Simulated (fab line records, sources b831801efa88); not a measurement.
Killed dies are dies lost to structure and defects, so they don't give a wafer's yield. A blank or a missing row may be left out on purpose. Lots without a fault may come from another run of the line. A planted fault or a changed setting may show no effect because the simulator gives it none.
Which tool did it? | flow gf180mcu | 6 lots, 18 wafers sampled, at 2 steps of a route of 602

WHAT THE GAUGES READ, wafer by wafer
GF_STI_THK_MEAS_04.
lot  | measured    | on            | STI_CVD_03_THK (nm)
L742 | day 2 15:03 | film_metro-04 | 205.5 206.9 206.6
L744 | day 3 02:43 | film_metro-04 | 413.7 414.6 415.7
L747 | day 3 17:14 | film_metro-02 | 209.3 208.5 208.4
L754 | day 5 02:35 | film_metro-03 | 207.3 207.0 207.6
L756 | day 5 12:34 | film_metro-04 | 206.2 206.8 208.2
L759 | day 6 03:34 | film_metro-03 | 203.9 208.4 207.4

WHICH TOOL RAN EACH LOT (tool, then ch and the chambers of the sampled wafers, then the start)
lot  | GF_STI_CVD_03
L742 | lpcvd-02 ch 0, day 2 13:02
L744 | lpcvd-02 ch 0, day 2 22:34
L747 | lpcvd-02 ch 0, day 3 15:15
L754 | lpcvd-02 ch 1, day 5 00:34
L756 | lpcvd-01 ch 0, day 5 10:34
L759 | lpcvd-02 ch 0, day 6 01:34
- GF_STI_CVD_03: deposits Si3N4 from DCS/NH3, target thk 207.16 nm, time 3551 s.

THE ANSWER, worked out from the rows above alone
Rule: what is usual is taken from the lots themselves. Put in order of their means at a reading, lots are off if they are a third of the lots or fewer, leave a main group of 4 or more, and stand apart from it by a gap of 3 or more times the standard deviation of the main group's means; of several such gaps the widest counts. A main group whose means are all the same, to the digits that the tables above print for the reading, isn't used. A lot without any number at a reading at which 4 lots or more have one is off too. The other lots that the step has rows for count as sound.
Off: L744, at GF_STI_THK_MEAS_04 (STI_CVD_03_THK). The main group: mean 207.2 nm, standard deviation 0.84.
A tool fits if, at a process step before that reading, it ran every lot that is off, and no sound lot after the first of them. The gauges at GF_STI_THK_MEAS_04 are tried like those tools. None of those tried fits.

WHAT THE SIMULATOR HAD PUT IN
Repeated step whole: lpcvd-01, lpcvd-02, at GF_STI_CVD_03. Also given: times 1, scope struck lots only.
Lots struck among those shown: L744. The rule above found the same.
